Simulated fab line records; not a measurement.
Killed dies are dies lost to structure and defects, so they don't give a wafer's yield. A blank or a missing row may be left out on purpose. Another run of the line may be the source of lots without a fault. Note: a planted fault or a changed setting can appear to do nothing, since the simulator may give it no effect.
Matching of chambers | flow sky130 | SKY_VIA3_CMP_02 on cmp-02 has 4 sister chambers
The step polishes SiO2. 8 wafers are shown with their chamber, then 11 later ones without.

== WAFERS PAIRED WITH THEIR CHAMBERS ==
wafer  | chamber | motor-current-A (A) | slurry-flow-ml-min
L085.4 | 0       | 15.5                | 150.6
L086.2 | 3       | 10.9                | 150.5
L087.3 | 0       | 14.7                | 150.7
L088.6 | 1       | 15.1                | 150.6
L089.4 | 3       | 10.8                | 150.8
L089.5 | 2       | 11.1                | 149.4
L089.6 | 1       | 14.6                | 149.5
L090.1 | 2       | 11.7                | 150.5

== WAFERS MISSING THEIR CHAMBER ==
wafer  | motor-current-A (A) | slurry-flow-ml-min
L090.3 | 15.9                | 149.8
L090.5 | 14.5                | 149.7
L091.1 | 10.4                | 149.9
L091.2 | 14.9                | 150.9
L091.5 | 11.0                | 149.3
L092.2 | 15.2                | 149.8
L092.3 | 11.0                | 149.4
L092.6 | 10.5                | 149.0
L096.1 | 15.6                | 150.6
L096.3 | 11.0                | 150.5
L096.5 | 15.8                | 150.7

== WHICH CHAMBER EACH WENT THROUGH ==
wafer  | from the rows above     | in truth
L090.3 | can't be placed: 0 or 1 | 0
L090.5 | can't be placed: 1 or 0 | 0
L091.1 | can't be placed: 3 or 2 | 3
L091.2 | can't be placed: 0 or 1 | 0
L091.5 | can't be placed: 2 or 3 | 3
L092.2 | can't be placed: 1 or 0 | 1
L092.3 | can't be placed: 2 or 3 | 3
L092.6 | can't be placed: 2 or 3 | 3
L096.1 | can't be placed: 0 or 1 | 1
L096.3 | can't be placed: 3 or 2 | 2
L096.5 | can't be placed: 0 or 1 | 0
0 of 11 placed correctly. These rows do not allow placing 11 (true chamber among the candidates in 11). Number placed wrongly: 0.
How it was worked out, from the rows above alone: a wafer's distance from a chamber is the root of the sum, over the readings, of the square of ((its reading less the chamber's mean) divided by the reading's scatter). The wafer belongs to the nearest chamber; if the next one is less than 2 further off, it can't be placed. For every chamber, the mean is computed from those of its wafers that are shown. The scatter is the square root of a quotient: the sum, over the shown wafers, of each reading's squared deviation from its chamber's mean, divided by wafers minus chambers.
